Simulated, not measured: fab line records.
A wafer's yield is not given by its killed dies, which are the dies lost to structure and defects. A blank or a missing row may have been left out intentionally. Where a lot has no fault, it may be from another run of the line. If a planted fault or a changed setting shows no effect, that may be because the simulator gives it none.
What tool caused it? || flow gf180mcu || Sampling: 12 lots, 33 wafers, 3 of 602 route steps

WHAT THE GAUGES READ, wafer by wafer
GF_PSD_RS_MEAS_14: the measuring method here is four-point-probe. Usual: for NSD_RS the level is 46.16 ohm/sq and the standard deviation is 0.097.
{"lot": "L620", "measured": "day 14 04:14", "on": "film_metro-04", "NSD_RS (ohm/sq)": "46.13 46.29 46.24", "flag": ""}
{"lot": "L621", "measured": "day 14 13:35", "on": "film_metro-01", "NSD_RS (ohm/sq)": "46.24 46.25 46.17", "flag": ""}
{"lot": "L626", "measured": "day 16 04:17", "on": "film_metro-01", "NSD_RS (ohm/sq)": "41.40 41.50", "flag": "OFF"}
{"lot": "L627", "measured": "day 16 11:10", "on": "film_metro-04", "NSD_RS (ohm/sq)": "46.39 41.67", "flag": "OFF"}
{"lot": "L628", "measured": "day 16 20:13", "on": "film_metro-01", "NSD_RS (ohm/sq)": "46.16 41.56", "flag": "OFF"}
{"lot": "L635", "measured": "day 19 08:32", "on": "film_metro-02", "NSD_RS (ohm/sq)": "46.02 46.14 46.12", "flag": ""}
{"lot": "L636", "measured": "day 19 13:08", "on": "film_metro-01", "NSD_RS (ohm/sq)": "46.29 46.27 46.39", "flag": ""}
{"lot": "L637", "measured": "day 20 12:04", "on": "film_metro-04", "NSD_RS (ohm/sq)": "46.08 46.11 46.26", "flag": ""}
{"lot": "L639", "measured": "day 20 19:43", "on": "film_metro-02", "NSD_RS (ohm/sq)": "46.19 46.17 46.14", "flag": ""}
{"lot": "L640", "measured": "day 21 06:07", "on": "film_metro-04", "NSD_RS (ohm/sq)": "46.09 46.19 46.14", "flag": ""}
{"lot": "L643", "measured": "day 22 06:58", "on": "film_metro-02", "NSD_RS (ohm/sq)": "45.94 45.96 46.10", "flag": ""}
{"lot": "L642", "measured": "day 22 09:19", "on": "film_metro-01", "NSD_RS (ohm/sq)": "46.27 46.23 46.22", "flag": ""}

GF_PSD_RS_MEAS_15: the measuring method here is four-point-probe. Usual: for PSD_RS the level is 108.6 ohm/sq and the standard deviation is 0.32.
{"lot": "L620", "measured": "day 14 04:22", "on": "film_metro-04", "PSD_RS (ohm/sq)": "108.6 108.7 108.9", "flag": ""}
{"lot": "L621", "measured": "day 14 13:42", "on": "film_metro-01", "PSD_RS (ohm/sq)": "108.6 108.3 108.4", "flag": ""}
{"lot": "L626", "measured": "day 16 04:25", "on": "film_metro-01", "PSD_RS (ohm/sq)": "100.4 100.3", "flag": "OFF"}
{"lot": "L627", "measured": "day 16 11:17", "on": "film_metro-04", "PSD_RS (ohm/sq)": "109.2 100.7", "flag": "OFF"}
{"lot": "L628", "measured": "day 16 20:20", "on": "film_metro-01", "PSD_RS (ohm/sq)": "108.7 100.2", "flag": "OFF"}
{"lot": "L635", "measured": "day 19 08:40", "on": "film_metro-02", "PSD_RS (ohm/sq)": "108.6 108.9 108.6", "flag": ""}
{"lot": "L636", "measured": "day 19 13:16", "on": "film_metro-01", "PSD_RS (ohm/sq)": "109.2 109.0 109.3", "flag": ""}
{"lot": "L637", "measured": "day 20 12:11", "on": "film_metro-04", "PSD_RS (ohm/sq)": "108.8 109.0 109.0", "flag": ""}
{"lot": "L639", "measured": "day 20 19:50", "on": "film_metro-02", "PSD_RS (ohm/sq)": "108.8 108.6 108.7", "flag": ""}
{"lot": "L640", "measured": "day 21 06:14", "on": "film_metro-04", "PSD_RS (ohm/sq)": "108.8 108.9 108.4", "flag": ""}
{"lot": "L643", "measured": "day 22 07:05", "on": "film_metro-02", "PSD_RS (ohm/sq)": "107.6 108.0 108.0", "flag": ""}
{"lot": "L642", "measured": "day 22 09:26", "on": "film_metro-01", "PSD_RS (ohm/sq)": "108.7 108.7 108.9", "flag": ""}

TOOL THAT RAN EACH LOT (tool first, then ch and the chambers of the sampled wafers, then the start)
{"lot": "L620", "GF_PSD_RTA_13": "rtp_anneal-02 ch 0, day 14 04:09"}
{"lot": "L621", "GF_PSD_RTA_13": "rtp_anneal-02 ch 0, day 14 13:29"}
{"lot": "L626", "GF_PSD_RTA_13": "rtp_anneal-02 ch 0, day 16 04:11"}
{"lot": "L627", "GF_PSD_RTA_13": "rtp_anneal-02 ch 0, day 16 11:05"}
{"lot": "L628", "GF_PSD_RTA_13": "rtp_anneal-02 ch 0, day 16 20:08"}
{"lot": "L635", "GF_PSD_RTA_13": "rtp_anneal-01 ch 0, day 19 08:27"}
{"lot": "L636", "GF_PSD_RTA_13": "rtp_anneal-02 ch 0, day 19 13:03"}
{"lot": "L637", "GF_PSD_RTA_13": "rtp_anneal-02 ch 0, day 20 11:59"}
{"lot": "L639", "GF_PSD_RTA_13": "rtp_anneal-02 ch 0, day 20 19:38"}
{"lot": "L640", "GF_PSD_RTA_13": "rtp_anneal-02 ch 0, day 21 06:01"}
{"lot": "L643", "GF_PSD_RTA_13": "rtp_anneal-02 ch 0, day 22 06:53"}
{"lot": "L642", "GF_PSD_RTA_13": "rtp_anneal-01 ch 0, day 22 09:13"}
- GF_PSD_RTA_13: time 20 s.

AS READ BY THE TOOLS THEMSELVES (means over the sampled wafers that have a number; for cases with no such wafer, the mark the record gives instead)
GF_PSD_RTA_13. Usual: anneal_temp_c_max 1028.1, standard deviation 0.69; lamp_power_pct 30.3 %, standard deviation 0.62; run_length_s 48.5 s, standard deviation 0.46; wafer_temp_C_max 1032.7, standard deviation 2.5.
{"lot": "L620", "tool": "rtp_anneal-02", "anneal_temp_c_max": 1027.0, "lamp_power_pct (%)": 30.0, "run_length_s (s)": 48.5, "wafer_temp_C_max": 1033.7, "flag": ""}
{"lot": "L621", "tool": "rtp_anneal-02", "anneal_temp_c_max": 1028.2, "lamp_power_pct (%)": 30.0, "run_length_s (s)": 48.4, "wafer_temp_C_max": 1033.8, "flag": ""}
{"lot": "L626", "tool": "rtp_anneal-02", "anneal_temp_c_max": 1027.9, "lamp_power_pct (%)": 30.0, "run_length_s (s)": 74.7, "wafer_temp_C_max": 1034.2, "flag": "OFF"}
{"lot": "L627", "tool": "rtp_anneal-02", "anneal_temp_c_max": 1029.3, "lamp_power_pct (%)": 30.0, "run_length_s (s)": 61.6, "wafer_temp_C_max": 1034.7, "flag": "OFF"}
{"lot": "L628", "tool": "rtp_anneal-02", "anneal_temp_c_max": 1028.5, "lamp_power_pct (%)": 30.0, "run_length_s (s)": 61.4, "wafer_temp_C_max": 1033.3, "flag": "OFF"}
{"lot": "L635", "tool": "rtp_anneal-01", "anneal_temp_c_max": 1027.0, "lamp_power_pct (%)": 31.5, "run_length_s (s)": 48.7, "wafer_temp_C_max": 1028.0, "flag": ""}
{"lot": "L636", "tool": "rtp_anneal-02", "anneal_temp_c_max": 1028.4, "lamp_power_pct (%)": 30.0, "run_length_s (s)": 48.3, "wafer_temp_C_max": 1033.9, "flag": ""}
{"lot": "L637", "tool": "rtp_anneal-02", "anneal_temp_c_max": 1028.0, "lamp_power_pct (%)": 30.0, "run_length_s (s)": 48.4, "wafer_temp_C_max": 1033.6, "flag": ""}
{"lot": "L639", "tool": "rtp_anneal-02", "anneal_temp_c_max": 1028.2, "lamp_power_pct (%)": 30.0, "run_length_s (s)": 48.3, "wafer_temp_C_max": 1032.3, "flag": ""}
{"lot": "L640", "tool": "rtp_anneal-02", "anneal_temp_c_max": 1028.1, "lamp_power_pct (%)": 30.0, "run_length_s (s)": 48.6, "wafer_temp_C_max": 1034.4, "flag": ""}
{"lot": "L643", "tool": "rtp_anneal-02", "anneal_temp_c_max": 1027.8, "lamp_power_pct (%)": 30.0, "run_length_s (s)": 48.4, "wafer_temp_C_max": 1033.9, "flag": ""}
{"lot": "L642", "tool": "rtp_anneal-01", "anneal_temp_c_max": 1028.2, "lamp_power_pct (%)": 31.5, "run_length_s (s)": 48.6, "wafer_temp_C_max": 1029.0, "flag": ""}

THE ANSWER, worked out from the rows above alone
Rule: take the mean of a lot's wafers that have a number; if it is more than 3 standard deviations from the usual mean, the lot is off. A lot without any number at a reading at which 4 lots or more have one is off too. The other lots that the step has rows for count as sound. After the gauges, taken in route order, come the tools' own readings; for these a lot's mean is taken, as printed above. At the first step where some lot is off, the reading lying furthest off is the one used; lots without a number count as furthest.
Off: at GF_PSD_RS_MEAS_14 (NSD_RS), L626, L627, L628.
A tool fits if, at a process step before that reading, it ran every lot that is off, and no sound lot after the first of them. The gauges at GF_PSD_RS_MEAS_14 aren't tried: what is off there is off at GF_PSD_RTA_13 too, on other tools, and a gauge's error can't cause that. None of those tried fits.

WHAT WAS PUT IN BY THE SIMULATOR
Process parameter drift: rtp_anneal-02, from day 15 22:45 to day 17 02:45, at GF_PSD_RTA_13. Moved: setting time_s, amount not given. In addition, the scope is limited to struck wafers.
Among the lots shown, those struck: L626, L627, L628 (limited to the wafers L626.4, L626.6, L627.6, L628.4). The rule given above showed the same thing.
